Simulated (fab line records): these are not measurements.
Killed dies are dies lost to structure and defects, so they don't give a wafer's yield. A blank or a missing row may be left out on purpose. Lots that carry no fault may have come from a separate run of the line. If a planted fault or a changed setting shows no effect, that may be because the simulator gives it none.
Which tool is to blame? || flow sky130 || 39 wafers from 13 lots sampled at 4 of the route's 708 steps

## WHAT THE GAUGES READ, wafer by wafer
No reading from a measuring or inspecting step in the record can be judged against a usual standard deviation.

## TOOL THAT RAN EACH LOT (tool first, then ch and the chambers of the sampled wafers, then the start)
{"lot": "L970", "SKY_FIELD_ISO_ETCH_17": "rie-si-01 ch 0,3, day 2 05:01", "SKY_METAL1_SPUTTER_04": "pvd-sputter-03, day 31 17:04", "SKY_VIA1_CMP_02": "cmp-01 ch 1,3, day 32 20:51", "SKY_VIA2_CMP_02": "cmp-02 ch 0,2, day 35 04:22"}
{"lot": "L971", "SKY_FIELD_ISO_ETCH_17": "rie-si-01 ch 0,2,3, day 2 11:52", "SKY_METAL1_SPUTTER_04": "pvd-sputter-01, day 32 03:05", "SKY_VIA1_CMP_02": "cmp-02 ch 0,1,3, day 33 06:51", "SKY_VIA2_CMP_02": "cmp-01 ch 0,1,2, day 35 13:22"}
{"lot": "L972", "SKY_FIELD_ISO_ETCH_17": "rie-si-02 ch 0,2,3, day 2 17:57", "SKY_METAL1_SPUTTER_04": "pvd-sputter-01, day 32 12:22", "SKY_VIA1_CMP_02": "cmp-01 ch 0,2,3, day 33 16:15", "SKY_VIA2_CMP_02": "cmp-02 ch 0,1,3, day 35 23:06"}
{"lot": "L973", "SKY_FIELD_ISO_ETCH_17": "rie-si-01 ch 0,1,2, day 2 21:54", "SKY_METAL1_SPUTTER_04": "pvd-sputter-04, day 32 22:27", "SKY_VIA1_CMP_02": "cmp-01 ch 0,3, day 34 01:14", "SKY_VIA2_CMP_02": "cmp-02 ch 0,1,2, day 36 08:05"}
{"lot": "L975", "SKY_FIELD_ISO_ETCH_17": "rie-si-02 ch 2,3, day 3 06:13", "SKY_METAL1_SPUTTER_04": "pvd-sputter-01, day 32 22:30", "SKY_VIA1_CMP_02": "cmp-02 ch 2,3, day 34 01:40", "SKY_VIA2_CMP_02": "cmp-01 ch 0,1,2, day 36 08:47"}
{"lot": "L976", "SKY_FIELD_ISO_ETCH_17": "rie-si-01 ch 0,2,3, day 3 14:19", "SKY_METAL1_SPUTTER_04": "pvd-sputter-01, day 33 20:15", "SKY_VIA1_CMP_02": "cmp-01 ch 1,2,3, day 34 23:52", "SKY_VIA2_CMP_02": "cmp-01 ch 1,2,3, day 37 07:01"}
{"lot": "L977", "SKY_FIELD_ISO_ETCH_17": "rie-si-02 ch 0,3, day 3 17:49", "SKY_METAL1_SPUTTER_04": "pvd-sputter-01, day 33 17:29", "SKY_VIA1_CMP_02": "cmp-02 ch 2,3, day 34 21:31", "SKY_VIA2_CMP_02": "cmp-01 ch 0,2,3, day 37 04:31"}
{"lot": "L979", "SKY_FIELD_ISO_ETCH_17": "rie-si-01 ch 0,2,3, day 4 03:58", "SKY_METAL1_SPUTTER_04": "pvd-sputter-04, day 34 11:26", "SKY_VIA1_CMP_02": "cmp-02 ch 0,1,3, day 35 15:09", "SKY_VIA2_CMP_02": "cmp-02 ch 1,2,3, day 37 22:05"}
{"lot": "L980", "SKY_FIELD_ISO_ETCH_17": "rie-si-01 ch 0,3, day 4 10:10", "SKY_METAL1_SPUTTER_04": "pvd-sputter-03, day 34 21:37", "SKY_VIA1_CMP_02": "cmp-02 ch 0,1,3, day 36 00:46", "SKY_VIA2_CMP_02": "cmp-02 ch 0,1,3, day 38 07:16"}
{"lot": "L987", "SKY_FIELD_ISO_ETCH_17": "rie-si-02 ch 1,2, day 5 22:00", "SKY_METAL1_SPUTTER_04": "pvd-sputter-04, day 37 05:10", "SKY_VIA1_CMP_02": "cmp-01 ch 0,2,3, day 38 07:00", "SKY_VIA2_CMP_02": "cmp-02 ch 0,2,3, day 40 13:01"}
{"lot": "L988", "SKY_FIELD_ISO_ETCH_17": "rie-si-01 ch 1,3, day 6 00:52", "SKY_METAL1_SPUTTER_04": "pvd-sputter-03, day 37 10:17", "SKY_VIA1_CMP_02": "cmp-02 ch 0,3, day 38 13:41", "SKY_VIA2_CMP_02": "cmp-02 ch 0,1,3, day 40 18:39"}
{"lot": "L989", "SKY_FIELD_ISO_ETCH_17": "rie-si-02 ch 0,1,3, day 6 08:48", "SKY_METAL1_SPUTTER_04": "pvd-sputter-03, day 37 18:10", "SKY_VIA1_CMP_02": "cmp-02 ch 0,2,3, day 38 20:59", "SKY_VIA2_CMP_02": "cmp-02 ch 0,1, day 41 02:17"}
{"lot": "L992", "SKY_FIELD_ISO_ETCH_17": "rie-si-01 ch 0,1,3, day 6 23:45", "SKY_METAL1_SPUTTER_04": "pvd-sputter-03, day 38 12:03", "SKY_VIA1_CMP_02": "cmp-01 ch 0,1,3, day 39 14:47", "SKY_VIA2_CMP_02": "cmp-02 ch 0,1,2, day 41 18:34"}
- SKY_FIELD_ISO_ETCH_17: etches Si in HBr/Cl2/O2, target depth 342 nm, time 97.7 s.
- SKY_METAL1_SPUTTER_04: material TiN, target thk 70 nm, time 58.3 s.
- SKY_VIA1_CMP_02: polishes SiO2.
- SKY_VIA2_CMP_02: polishes SiO2.

## WHAT THE TOOLS THEMSELVES READ (means of the sampled wafers that have a number; where no wafer has one, the mark that the record gives instead)
SKY_FIELD_ISO_ETCH_17.
{"lot": "L970", "tool": "rie-si-01", "chamber-pressure-mTorr (mTorr)": 14.999, "drypump-motor-current-A (A)": 5.2, "he-backside-leak-sccm (sccm)": 3.04, "oes-product-au (a.u.)": 1.005, "throttle-valve-pct (%)": 25.655}
{"lot": "L971", "tool": "rie-si-01", "chamber-pressure-mTorr (mTorr)": 14.980, "drypump-motor-current-A (A)": 5.2, "he-backside-leak-sccm (sccm)": 2.90, "oes-product-au (a.u.)": 1.006, "throttle-valve-pct (%)": 25.656}
{"lot": "L972", "tool": "rie-si-02", "chamber-pressure-mTorr (mTorr)": 15.008, "drypump-motor-current-A (A)": 6.2, "he-backside-leak-sccm (sccm)": 2.69, "oes-product-au (a.u.)": 1.010, "throttle-valve-pct (%)": 25.650}
{"lot": "L973", "tool": "rie-si-01", "chamber-pressure-mTorr (mTorr)": 15.009, "drypump-motor-current-A (A)": 5.0, "he-backside-leak-sccm (sccm)": 3.45, "oes-product-au (a.u.)": 0.998, "throttle-valve-pct (%)": 25.664}
{"lot": "L975", "tool": "rie-si-02", "chamber-pressure-mTorr (mTorr)": 14.993, "drypump-motor-current-A (A)": 6.1, "he-backside-leak-sccm (sccm)": 2.83, "oes-product-au (a.u.)": 1.015, "throttle-valve-pct (%)": 25.644}
{"lot": "L976", "tool": "rie-si-01", "chamber-pressure-mTorr (mTorr)": 15.001, "drypump-motor-current-A (A)": 5.2, "he-backside-leak-sccm (sccm)": 2.99, "oes-product-au (a.u.)": 1.003, "throttle-valve-pct (%)": 25.653}
{"lot": "L977", "tool": "rie-si-02", "chamber-pressure-mTorr (mTorr)": 15.004, "drypump-motor-current-A (A)": 6.3, "he-backside-leak-sccm (sccm)": 2.77, "oes-product-au (a.u.)": 0.996, "throttle-valve-pct (%)": 25.656}
{"lot": "L979", "tool": "rie-si-01", "chamber-pressure-mTorr (mTorr)": 14.989, "drypump-motor-current-A (A)": 5.2, "he-backside-leak-sccm (sccm)": 2.92, "oes-product-au (a.u.)": 1.007, "throttle-valve-pct (%)": 25.651}
{"lot": "L980", "tool": "rie-si-01", "chamber-pressure-mTorr (mTorr)": 15.001, "drypump-motor-current-A (A)": 5.2, "he-backside-leak-sccm (sccm)": 3.11, "oes-product-au (a.u.)": 1.007, "throttle-valve-pct (%)": 25.653}
{"lot": "L987", "tool": "rie-si-02", "chamber-pressure-mTorr (mTorr)": 14.993, "drypump-motor-current-A (A)": 6.2, "he-backside-leak-sccm (sccm)": 2.79, "oes-product-au (a.u.)": 0.832, "throttle-valve-pct (%)": 25.775}
{"lot": "L988", "tool": "rie-si-01", "chamber-pressure-mTorr (mTorr)": 14.999, "drypump-motor-current-A (A)": 5.1, "he-backside-leak-sccm (sccm)": 2.91, "oes-product-au (a.u.)": 1.001, "throttle-valve-pct (%)": 25.656}
{"lot": "L989", "tool": "rie-si-02", "chamber-pressure-mTorr (mTorr)": 14.990, "drypump-motor-current-A (A)": 6.2, "he-backside-leak-sccm (sccm)": 2.72, "oes-product-au (a.u.)": 0.823, "throttle-valve-pct (%)": 25.781}
{"lot": "L992", "tool": "rie-si-01", "chamber-pressure-mTorr (mTorr)": 15.001, "drypump-motor-current-A (A)": 5.1, "he-backside-leak-sccm (sccm)": 2.88, "oes-product-au (a.u.)": 1.005, "throttle-valve-pct (%)": 25.649}

SKY_METAL1_SPUTTER_04.
{"lot": "L970", "tool": "pvd-sputter-03", "throttle-valve-pct (%)": 29.9}
{"lot": "L971", "tool": "pvd-sputter-01", "throttle-valve-pct (%)": 29.5}
{"lot": "L972", "tool": "pvd-sputter-01", "throttle-valve-pct (%)": 29.5}
{"lot": "L973", "tool": "pvd-sputter-04", "throttle-valve-pct (%)": 30.8}
{"lot": "L975", "tool": "pvd-sputter-01", "throttle-valve-pct (%)": 30.2}
{"lot": "L976", "tool": "pvd-sputter-01", "throttle-valve-pct (%)": 29.7}
{"lot": "L977", "tool": "pvd-sputter-01", "throttle-valve-pct (%)": 30.3}
{"lot": "L979", "tool": "pvd-sputter-04", "throttle-valve-pct (%)": 30.9}
{"lot": "L980", "tool": "pvd-sputter-03", "throttle-valve-pct (%)": 30.3}
{"lot": "L987", "tool": "pvd-sputter-04", "throttle-valve-pct (%)": 29.9}
{"lot": "L988", "tool": "pvd-sputter-03", "throttle-valve-pct (%)": 30.4}
{"lot": "L989", "tool": "pvd-sputter-03", "throttle-valve-pct (%)": 29.9}
{"lot": "L992", "tool": "pvd-sputter-03", "throttle-valve-pct (%)": 30.2}

SKY_VIA1_CMP_02.
{"lot": "L970", "tool": "cmp-01", "motor-current-A (A)": 11.5, "platen-rpm (rpm)": 59.94}
{"lot": "L971", "tool": "cmp-02", "motor-current-A (A)": 11.2, "platen-rpm (rpm)": 59.94}
{"lot": "L972", "tool": "cmp-01", "motor-current-A (A)": 11.9, "platen-rpm (rpm)": 59.97}
{"lot": "L973", "tool": "cmp-01", "motor-current-A (A)": 11.4, "platen-rpm (rpm)": 60.04}
{"lot": "L975", "tool": "cmp-02", "motor-current-A (A)": 11.4, "platen-rpm (rpm)": 60.00}
{"lot": "L976", "tool": "cmp-01", "motor-current-A (A)": 12.3, "platen-rpm (rpm)": 60.00}
{"lot": "L977", "tool": "cmp-02", "motor-current-A (A)": 11.5, "platen-rpm (rpm)": 60.00}
{"lot": "L979", "tool": "cmp-02", "motor-current-A (A)": 11.5, "platen-rpm (rpm)": 60.00}
{"lot": "L980", "tool": "cmp-02", "motor-current-A (A)": 10.9, "platen-rpm (rpm)": 60.02}
{"lot": "L987", "tool": "cmp-01", "motor-current-A (A)": 11.9, "platen-rpm (rpm)": 59.98}
{"lot": "L988", "tool": "cmp-02", "motor-current-A (A)": 11.4, "platen-rpm (rpm)": 60.01}
{"lot": "L989", "tool": "cmp-02", "motor-current-A (A)": 10.9, "platen-rpm (rpm)": 59.99}
{"lot": "L992", "tool": "cmp-01", "motor-current-A (A)": 11.0, "platen-rpm (rpm)": 60.01}

SKY_VIA2_CMP_02.
{"lot": "L970", "tool": "cmp-02", "motor-current-A (A)": 11.4, "platen-rpm (rpm)": 60.01}
{"lot": "L971", "tool": "cmp-01", "motor-current-A (A)": 12.0, "platen-rpm (rpm)": 60.01}
{"lot": "L972", "tool": "cmp-02", "motor-current-A (A)": 11.1, "platen-rpm (rpm)": 60.03}
{"lot": "L973", "tool": "cmp-02", "motor-current-A (A)": 11.7, "platen-rpm (rpm)": 59.97}
{"lot": "L975", "tool": "cmp-01", "motor-current-A (A)": 11.7, "platen-rpm (rpm)": 60.01}
{"lot": "L976", "tool": "cmp-01", "motor-current-A (A)": 12.0, "platen-rpm (rpm)": 59.98}
{"lot": "L977", "tool": "cmp-01", "motor-current-A (A)": 11.7, "platen-rpm (rpm)": 59.92}
{"lot": "L979", "tool": "cmp-02", "motor-current-A (A)": 12.0, "platen-rpm (rpm)": 60.01}
{"lot": "L980", "tool": "cmp-02", "motor-current-A (A)": 11.3, "platen-rpm (rpm)": 60.01}
{"lot": "L987", "tool": "cmp-02", "motor-current-A (A)": 11.3, "platen-rpm (rpm)": 59.98}
{"lot": "L988", "tool": "cmp-02", "motor-current-A (A)": 11.3, "platen-rpm (rpm)": 60.00}
{"lot": "L989", "tool": "cmp-02", "motor-current-A (A)": 11.4, "platen-rpm (rpm)": 60.00}
{"lot": "L992", "tool": "cmp-02", "motor-current-A (A)": 11.9, "platen-rpm (rpm)": 59.94}

## THE ANSWER, worked out from the rows above alone
Rule: usual is defined by the lots themselves. The widest of any qualifying gaps counts: lots, ordered by their means at a reading, are off when they make up no more than a third of the lots, leave a main group of 4 or more, and stand apart from it by 3 or more times the standard deviation of that group's means. Not used: any main group whose means are identical at the precision the tables above print for the reading. A lot without any number at a reading at which 4 lots or more have one is off too. All remaining lots with rows at the step are treated as sound. After the gauges, taken in route order, come the tools' own readings; for these a lot's mean is taken, as printed above. The first step at which some lot is off is used, and at that step the reading that is off furthest; a lot without a number counts as furthest.
Off: L987, L989 (SKY_FIELD_ISO_ETCH_17, oes-product-au). For the main group the mean is 1.005 a.u. and the standard deviation 0.0051.
If a tool, at that step or one of the process steps before it, ran each lot that is off and ran no sound lot following the first of them, it fits. One fits: SKY_FIELD_ISO_ETCH_17 on rie-si-02. A fault onset in the window from L977 (day 3 17:49, its last sound lot) to L987 (day 5 22:00, its first lot off) fits.
The tool's own readings at SKY_FIELD_ISO_ETCH_17 bear it out: on the lots that are off they differ by more than 5 times the standard deviation of the sound lots' means. oes-product-au reads 0.827 a.u. there against 1.005 a.u. on the sound lots; throttle-valve-pct reads 25.778 % there against 25.653 % on the sound lots.

## WHAT WAS PUT IN BY THE SIMULATOR
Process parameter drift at SKY_FIELD_ISO_ETCH_17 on rie-si-02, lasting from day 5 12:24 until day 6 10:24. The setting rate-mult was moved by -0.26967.
Lots struck among those shown: L987, L989. The rule above found the same.
